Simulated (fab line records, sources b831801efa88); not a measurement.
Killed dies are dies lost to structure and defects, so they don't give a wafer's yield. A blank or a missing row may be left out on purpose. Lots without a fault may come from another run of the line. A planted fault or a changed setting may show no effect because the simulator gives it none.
A struck lot beside a sound one | flow sky130 | 44 steps out of a route of 708
Sound: wafers L973.1, L973.2, L973.4. Struck: wafer L983.1. (L983.2, L983.6 of the same lot were not struck and are left out.) The cause comes at the end.
At each step with rows: each side's tool, then ch and its chambers, then its first start. Under that, the readings that differ: sound wafers | struck wafers | difference of the means | sigmas: that difference in standard deviations of wafers without a fault.
alike: readings whose means differ by less than 2 such deviations, and words and numbers that are the same on both sides. not compared: withheld readings, readings that some wafer has no value for, bounds like >300 that may hide the same value, and numbers for which the record gives no deviation and whose values overlap.
The two part at a step that has a row with sigmas, a row that says differs or no value, or rows on one side only. Numbers that don't overlap but have no deviation are shown without sigmas and don't part them. A reading that every wafer of one side lacks parts them only if that side has two wafers or more.

SKY_VIA3_ETCH_15: etches SiO2 in C4F8/O2/Ar, stops on TiN, target depth 507 nm, time 78 s.
  sound on rie_diel-02 ch 2,3, day 41 13:08; struck on rie_diel-04 ch 1, day 44 09:14
  alike: oes_product_au
  not compared: rf_hours_counter_h
SKY_VIA3_STRIP_16: strips in O2/N2.
  sound on plasma_asher-02 ch 0,1, day 41 13:12; struck on plasma_asher-02 ch 0, day 44 09:18
  alike: drypump_motor_current_A, oes_product_au, strip_time_to_endpoint_s
  not compared: rf_hours_counter_h
then, 5 steps without rows for these wafers: SKY_VIA3_STRIP_17 (strips in post etch residue remover, time 1200 s); SKY_VIA3_CLEAN_18 (cleans in IPA, time 180 s); SKY_VIA3_CLEAN_19 (cleans in O3/DIW); SKY_VIA3_SPUTTER_20 (material TiN, target thk 20 nm, time 80 s); SKY_VIA3_CVD_21 (deposits W, target thk 390 nm, time 117.31 s).
SKY_VIA3_RS_MEAS_22: measures by four-point-probe.
  sound on film_metro-03, day 41 13:58; struck on film_metro-03, day 44 10:07
  alike: VIA3_W_RS
SKY_VIA3_THK_MEAS_23: measures by xrf.
  sound on film_metro-03, day 41 14:05; struck on film_metro-03, day 44 10:14
  alike: VIA3_W_THK
then, 3 steps without rows for these wafers: SKY_VIA3_CMP_24 (polishes, stops on SiO2, t overpolish 20 s, target thk 0 nm); SKY_METAL4_SPUTTER_00 (material Ti, target thk 15 nm, time 10 s); SKY_METAL4_SPUTTER_01 (material TiN, target thk 20 nm, time 16.7 s).
SKY_METAL4_SPUTTER_02: material AlCu, target thk 735 nm, time 39.1 s.
  sound on pvd_sputter-01, day 41 14:30; struck on pvd_sputter-04, day 44 10:38
  reading                                     | sound           | struck | difference | sigmas
  model.AlCu_of_METAL4_SPUTTER_02.thk_nm (nm) | 745 735.2 740.6 | 1355   | +615       |
  alike: throttle_valve_pct
SKY_METAL4_SPUTTER_03: material Ti, target thk 5 nm, time 3.3 s.
  sound on pvd_sputter-01, day 41 14:32; struck on pvd_sputter-04, day 44 10:40
  alike: throttle_valve_pct
then, 1 step without rows for these wafers: SKY_METAL4_SPUTTER_04 (material TiN, target thk 70 nm, time 58.3 s).
SKY_CAP2M_CVD_00: deposits SiO2, target thk 15.5 nm.
  sound on pecvd-02 ch 1,2, day 41 14:36; struck on pecvd-02 ch 0, day 44 10:44
  alike: heater_power_w
SKY_CAP2M_THK_MEAS_01:
  sound on film_metro-04, day 41 14:38; struck on film_metro-03, day 44 10:46
  alike: CAP2M_CVD_00_THK
then, 1 step without rows for these wafers: SKY_CAP2M_SPUTTER_02 (material TiN, target thk 200 nm, time 166.7 s).
SKY_CAP2M_RS_MEAS_03: measures by four-point-probe.
  sound on film_metro-03, day 41 14:48; struck on film_metro-03, day 44 10:56
  alike: CAP2M_TIN_RS
SKY_CAP2M_THK_MEAS_04: measures by xrf.
  sound on film_metro-03, day 41 14:55; struck on film_metro-03, day 44 11:03
  alike: CAP2M_TIN_THK
then, 7 steps without rows for these wafers: SKY_CAP2M_DEHYDRATE_05 (time 60 s); SKY_CAP2M_HMDS_06 (prime time 60 s); SKY_CAP2M_COAT_07 (resist thk 1140 nm); SKY_CAP2M_SOFTBAKE_08 (time 60 s); SKY_CAP2M_EXPOSE_09 (exposes mask CAP2M, target cd 1000 nm); SKY_CAP2M_PEB_10; SKY_CAP2M_DEVELOP_11 (develop time 60 s).
SKY_CAP2M_OVL_MEAS_12:
  sound on overlay-02, day 42 14:26; struck on overlay-01, day 45 09:22
  alike: CAP2M_OVL
SKY_CAP2M_METAL_ETCH_13: etches TiN in Cl2/BCl3, stops on SiO2, target depth 220 nm, time 62.9 s.
  sound on rie_metal-04 ch 0, day 42 14:28; struck on rie_metal-04 ch 1, day 45 09:25
  reading               | sound             | struck | difference | sigmas
  oes_product_au (a.u.) | 0.935 0.936 0.945 | 0.956  | +0.017     | +2
  alike: drypump_motor_current_A, throttle_valve_pct
  not compared: rf_hours_counter_h
then, 12 steps without rows for these wafers: SKY_CAP2M_STRIP_14 (strips in O2/N2); SKY_CAP2M_STRIP_15 (strips in post etch residue remover, time 1200 s); SKY_CAP2M_CLEAN_16 (cleans in IPA, time 180 s); SKY_CAP2M_CLEAN_17 (cleans in O3/DIW); SKY_METAL4_DEHYDRATE_05 (time 60 s); SKY_METAL4_HMDS_06 (prime time 60 s); SKY_METAL4_COAT_07 (resist thk 60 nm); SKY_METAL4_COAT_08 (resist thk 1140 nm); SKY_METAL4_SOFTBAKE_09 (time 90 s); SKY_METAL4_EXPOSE_10 (exposes mask MM4, target cd 300 nm); SKY_METAL4_PEB_11; SKY_METAL4_DEVELOP_12 (develop time 60 s).
SKY_METAL4_CD_MEAS_13: target cd 300 nm.
  sound on cd_sem-02, day 43 14:25; struck on cd_sem-01, day 46 07:01
  alike: cd_nm
SKY_METAL4_METAL_ETCH_18: etches the open film in Cl2/BCl3, stops on SiO2, target depth 845 nm, time 183.1 s.
  sound on rie_metal-01 ch 0,1, day 43 14:44; struck on rie_metal-01 ch 0, day 46 07:20
  reading               | sound             | struck | difference | sigmas
  oes_product_au (a.u.) | 0.865 0.859 0.865 | 0.998  | +0.135     | +25
  alike: drypump_motor_current_A, throttle_valve_pct
  not compared: rf_hours_counter_h
-- the record jumps here: 3 days lie between the struck wafers' starts before and after (it left off in module METAL4 and takes up again in module PAD_OPEN, whose first step shown is number 708 of the route) --
SKY_PAD_OPEN_PROBE_99:
  sound on prober-02, day 47 11:59; struck on prober-01, day 49 18:16
  reading                  | sound          | struck | difference | sigmas
  defect_limited_yield (%) | 86.4 79.7 84.6 | 0      | -84        | -42
  killed_at_M4_up          | 3 4 0          | 411    | +409       | +99 or more
  killed_at_contacts       | 22 24 18       | 33     | +12        | +2
  killed_dies              | 67 100 76      | 492    | +411       | +43
  killed_on_rim            | 14 21 12       | 96     | +80        | +22
  sort_bin_5_function (%)  | 8.7 9.8 7.7    | 93.3   | +84.6      | +60
  sort_n_pass              | 425 392 416    | 0      | -411       | -43
  sort_yield_pct (%)       | 86.4 79.7 84.6 | 0      | -84        | -42
  alike: killed_at_M0_to_M3, killed_at_front_end, killed_at_other, killed_open, killed_short, sort_bin_3_pad_short, sort_bin_6_memory

WHERE THEY PART
First at SKY_CAP2M_METAL_ETCH_13; last, within this record, at SKY_PAD_OPEN_PROBE_99.

WHY: what the simulator had put in
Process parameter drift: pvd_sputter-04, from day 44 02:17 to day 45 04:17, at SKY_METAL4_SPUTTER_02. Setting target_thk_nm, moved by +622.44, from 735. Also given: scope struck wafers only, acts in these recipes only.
